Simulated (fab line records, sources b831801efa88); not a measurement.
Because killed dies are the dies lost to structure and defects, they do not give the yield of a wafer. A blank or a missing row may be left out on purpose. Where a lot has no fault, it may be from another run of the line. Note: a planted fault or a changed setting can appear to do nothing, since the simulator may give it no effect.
Struck lot and sound lot, side by side / flow sky130 / 44 out of 708 route steps
Sound: the wafers L681.1, L681.3, L681.4. Struck: wafers L683.1, L683.5 (left out: L683.2, a lot-mate that was not struck); the cause follows at the end.
For every step that has rows: the tool of each side, followed by ch and its chambers, followed by its first start. Under that, the readings that differ: sound wafers / struck wafers / difference of the means / sigmas: that difference in standard deviations of wafers without a fault.
alike: a reading whose means differ by less than 2 such deviations, as well as words and numbers matching on both sides. not compared: withheld readings; readings where some wafer has no value; bounds like >300 that might hide an equal value; numbers whose values overlap and for which the record gives no deviation.
The two part at a step that has a row with sigmas, a row that says differs or no value, or rows on one side only. Non-overlapping numbers with no deviation appear without sigmas and do not part them. A reading missing from all wafers of one side parts the sides only when that side holds two or more wafers.

first, 4 steps without rows for these wafers: SKY_VIA2_CLEAN_18 (cleans in IPA, time 180 s); SKY_VIA2_CLEAN_19 (cleans in O3/DIW); SKY_VIA2_SPUTTER_20 (material TiN, target thk 20 nm, time 80 s); SKY_VIA2_CVD_21 (deposits W, target thk 420 nm, time 126.4 s).
SKY_VIA2_RS_MEAS_22: a four-point-probe measurement.
  sound on film metro-04 at day 38 13:11; struck on film metro-02 at day 39 03:09
  alike: VIA2_W_RS
SKY_VIA2_THK_MEAS_23: measures by xrf.
  sound on film metro-04 at day 38 13:18; struck on film metro-02 at day 39 03:16
  alike: VIA2_W_THK
then, 1 step without rows for these wafers: SKY_VIA2_CMP_24 (polishes, stops on SiO2, t overpolish 20 s, target thk 0 nm).
SKY_METAL3_SPUTTER_00: material Ti, target thk 15 nm, time 10 s.
  sound on pvd sputter-01 at day 38 13:40; struck on pvd sputter-03 at day 39 03:38
  alike: chamber pressure pa, throttle valve pct
then, 1 step without rows for these wafers: SKY_METAL3_SPUTTER_01 (material TiN, target thk 20 nm, time 16.7 s).
SKY_METAL3_SPUTTER_02: material AlCu, target thk 735 nm, time 39.1 s.
  sound on pvd sputter-01 at day 38 13:43; struck on pvd sputter-03 at day 39 03:41
  alike: chamber pressure pa, throttle valve pct
then, 1 step without rows for these wafers: SKY_METAL3_SPUTTER_03 (material Ti, target thk 5 nm, time 3.3 s).
SKY_METAL3_SPUTTER_04: material TiN, target thk 70 nm, time 58.3 s.
  sound on pvd sputter-01 at day 38 13:46; struck on pvd sputter-03 at day 39 03:44
  alike: chamber pressure pa, throttle valve pct
SKY_CAPM_CVD_00: deposits SiO2, target thk 15.5 nm.
  sound on pecvd-02 ch 0,1, day 38 13:49; struck on pecvd-02 ch 1, day 39 03:47
reading=rf fwd power W (W); sound=439.5 441.4 442.1; struck=371.6 372.7; difference=-68.9; sigmas=-31
reading=model.SiO2_of_CAPM_CVD_00.thk nm (nm); sound=15.22 15.56 16; struck=14.83 15.14; difference=-0.61; sigmas=
  alike: heater power w
SKY_CAPM_THK_MEAS_01:
  sound on film metro-02 at day 38 13:50; struck on film metro-01 at day 39 03:49
reading=CAPM_CVD_00_THK (nm); sound=15.20 15.53 15.96; struck=14.82 15.10; difference=-0.60; sigmas=-3
SKY_CAPM_SPUTTER_02: material TiN, target thk 200 nm, time 166.7 s.
  sound on pvd sputter-04 at day 38 13:54; struck on pvd sputter-04 at day 39 03:52
  alike: chamber pressure pa, throttle valve pct
SKY_CAPM_RS_MEAS_03: a four-point-probe measurement.
  sound on film metro-01 at day 38 14:01; struck on film metro-04 at day 39 03:59
  alike: CAPM_TIN_RS
SKY_CAPM_THK_MEAS_04: measures by xrf.
  sound on film metro-01 at day 38 14:08; struck on film metro-04 at day 39 04:06
  alike: CAPM_TIN_THK
then, 7 steps without rows for these wafers: SKY_CAPM_DEHYDRATE_05 (time 60 s); SKY_CAPM_HMDS_06 (prime time 60 s); SKY_CAPM_COAT_07 (resist thk 1140 nm); SKY_CAPM_SOFTBAKE_08 (time 60 s); SKY_CAPM_EXPOSE_09 (exposes mask CAPM, target cd 1000 nm); SKY_CAPM_PEB_10; SKY_CAPM_DEVELOP_11 (develop time 60 s).
SKY_CAPM_OVL_MEAS_12:
  sound on overlay-02 at day 39 13:53; struck on overlay-02 at day 40 05:14
  alike: CAPM_OVL
then, 1 step without rows for these wafers: SKY_CAPM_METAL_ETCH_13 (etches TiN in Cl2/BCl3, stops on SiO2, target depth 220 nm, time 62.9 s).
SKY_CAPM_STRIP_14: strips in O2/N2.
  sound on plasma asher-03 ch 0,1, day 39 14:00; struck on plasma asher-03 ch 0, day 40 05:20
  alike: drypump motor current A, oes product au, strip time to endpoint s
  not compared: rf hours counter h
then, 11 steps without rows for these wafers: SKY_CAPM_STRIP_15 (strips in post etch residue remover, time 1200 s); SKY_CAPM_CLEAN_16 (cleans in IPA, time 180 s); SKY_CAPM_CLEAN_17 (cleans in O3/DIW); SKY_METAL3_DEHYDRATE_05 (time 60 s); SKY_METAL3_HMDS_06 (prime time 60 s); SKY_METAL3_COAT_07 (resist thk 60 nm); SKY_METAL3_COAT_08 (resist thk 1140 nm); SKY_METAL3_SOFTBAKE_09 (time 90 s); SKY_METAL3_EXPOSE_10 (exposes mask MM3, target cd 300 nm); SKY_METAL3_PEB_11; SKY_METAL3_DEVELOP_12 (develop time 60 s).
SKY_METAL3_CD_MEAS_13 targets a cd of 300 nm.
  sound on cd sem-01 at day 40 15:14; struck on cd sem-02 at day 41 05:49
  alike: cd nm
SKY_METAL3_OVL_MEAS_14:
  sound on overlay-02 at day 40 15:22; struck on overlay-01 at day 41 05:56
  alike: METAL3_OVL
then, 2 steps without rows for these wafers: SKY_METAL3_DESCUM_15 (chemistry O2, time 8 s); SKY_METAL3_ETCH_16 (etches BARC in N2/H2, stops on SiO2, time 88.2 s, target depth 60 nm).
SKY_METAL3_ETCH_17: etches SiO2 in C4F8/O2/Ar, stops on TiN, time 3.9 s, target depth 15 nm.
  sound on rie diel-04 ch 1,2,3, day 40 15:31; struck on rie diel-01 ch 2,3, day 41 06:06
reading=oes product au (a.u.); sound=0.747 0.756 0.764; struck=0.739 0.742; difference=-0.015; sigmas=-2
reading=model.etch.depth nm (nm); sound=15.22 15.56 16; struck=14.83 15.14; difference=-0.61; sigmas=
-- the record jumps here: 7 days lie between the struck wafers' starts before and after (it left off in module METAL3 and takes up again in module PAD_OPEN, whose first step shown is number 708 of the route) --
SKY_PAD_OPEN_PROBE_99:
  sound on prober-01 at day 47 11:40; struck on prober-01 at day 47 23:58
reading=model.etest.cap mim.leak log10 a cm2; sound=-9.055 -9.036 -9.189; struck=-8.764 -8.963; difference=+0.230; sigmas=
reading=model.etest.cap mim.c ff um2; sound=2.373 2.343 2.264; struck=2.444 2.401; difference=+0.096; sigmas=
  alike: defect limited yield, killed_at_M0_to_M3, killed_at_M4_up, killed at contacts, killed at front end, killed at other, killed dies, killed open, killed short, sort_bin_3_pad_short, sort_bin_5_function, sort_bin_6_memory, sort n pass, sort yield pct
  not compared: model.etest.cap mim.bv v

== WHERE THEY PART ==
First at SKY_CAPM_CVD_00; last, within this record, at SKY_METAL3_ETCH_17. Later steps at which nothing parts them and some readings are alike: SKY_PAD_OPEN_PROBE_99.

WHY: the cause the simulator had injected
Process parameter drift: pecvd-02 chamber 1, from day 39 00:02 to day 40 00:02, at SKY_CAPM_CVD_00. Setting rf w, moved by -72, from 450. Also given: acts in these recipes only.
